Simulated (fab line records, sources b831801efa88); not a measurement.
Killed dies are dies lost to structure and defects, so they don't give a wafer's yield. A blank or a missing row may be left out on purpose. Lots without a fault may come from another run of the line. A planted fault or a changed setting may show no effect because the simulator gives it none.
Chamber matching | flow sky130 | SKY_VIA2_CMP_02 on cmp-02: 4 sister chambers
The step polishes SiO2. 24 wafers are shown with their chamber, then 12 later ones without.

WAFERS WITH THEIR CHAMBER
wafer  | chamber | motor_current_A (A) | platen_rpm (rpm)
L075.1 | 0       | 12.8                | 59.98
L075.3 | 2       | 12.0                | 60.00
L075.5 | 3       | 14.4                | 60.01
L078.4 | 2       | 12.0                | 59.93
L078.5 | 1       | 11.7                | 60.06
L078.6 | 0       | 12.7                | 59.96
L080.3 | 2       | 12.6                | 60.01
L080.4 | 1       | 12.0                | 60.01
L080.5 | 0       | 12.6                | 59.98
L081.1 | 1       | 11.6                | 60.00
L081.3 | 0       | 12.7                | 59.97
L081.5 | 2       | 12.4                | 59.94
L082.1 | 1       | 11.7                | 59.95
L082.4 | 3       | 14.3                | 59.96
L082.5 | 0       | 12.0                | 59.97
L083.1 | 2       | 12.0                | 59.97
L083.2 | 1       | 11.3                | 60.04
L083.4 | 0       | 12.1                | 59.99
L085.1 | 0       | 12.6                | 60.00
L085.2 | 3       | 13.9                | 59.98
L085.3 | 2       | 13.3                | 59.97
L087.4 | 3       | 14.0                | 60.04
L087.5 | 1       | 11.6                | 59.96
L087.6 | 2       | 12.3                | 60.06

SIGNATURES (means of the wafers above)
reading         | chamber 0 | chamber 1 | chamber 2 | chamber 3 | scatter within a chamber
motor_current_A | 12.500    | 11.650    | 12.371    | 14.150    | 0.343
platen_rpm      | 59.9786   | 60.0033   | 59.9829   | 59.9975   | 0.0361
Rule: a wafer's distance from a chamber is the root of the sum, over the readings, of the square of ((its reading less the chamber's mean) divided by the reading's scatter). The wafer belongs to the nearest chamber; if the next one is less than 2 further off, it can't be placed. The scatter: the root of (the sum of the squares of (reading less its chamber's mean) over the shown wafers, divided by (wafers less chambers)).

WAFERS WITHOUT THEIR CHAMBER
wafer  | motor_current_A (A) | platen_rpm (rpm)
L086.2 | 14.3                | 60.03
L086.4 | 11.8                | 59.95
L086.6 | 11.7                | 59.96
L089.1 | 12.9                | 59.95
L089.3 | 12.7                | 60.00
L089.4 | 11.4                | 60.03
L090.1 | 14.8                | 60.03
L090.4 | 12.3                | 59.95
L090.6 | 11.6                | 59.93
L091.3 | 13.9                | 59.96
L091.5 | 11.7                | 60.03
L091.6 | 13.2                | 60.03

WHICH CHAMBER EACH WENT THROUGH
wafer  | from the rows above          | in truth
L086.2 | 3                            | 3
L086.4 | can't be placed: 1 or 2 or 0 | 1
L086.6 | can't be placed: 1 or 2 or 0 | 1
L089.1 | can't be placed: 0 or 2      | 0
L089.3 | can't be placed: 0 or 2      | 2
L089.4 | 1                            | 1
L090.1 | 3                            | 3
L090.4 | can't be placed: 2 or 0 or 1 | 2
L090.6 | can't be placed: 1 or 2 or 0 | 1
L091.3 | 3                            | 3
L091.5 | can't be placed: 1 or 2 or 0 | 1
L091.6 | can't be placed: 0 or 2 or 3 | 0
Placed correctly: 4 of 12. Can't be placed from these rows: 8 (the true chamber is among the candidates in 8). Placed wrongly: 0.
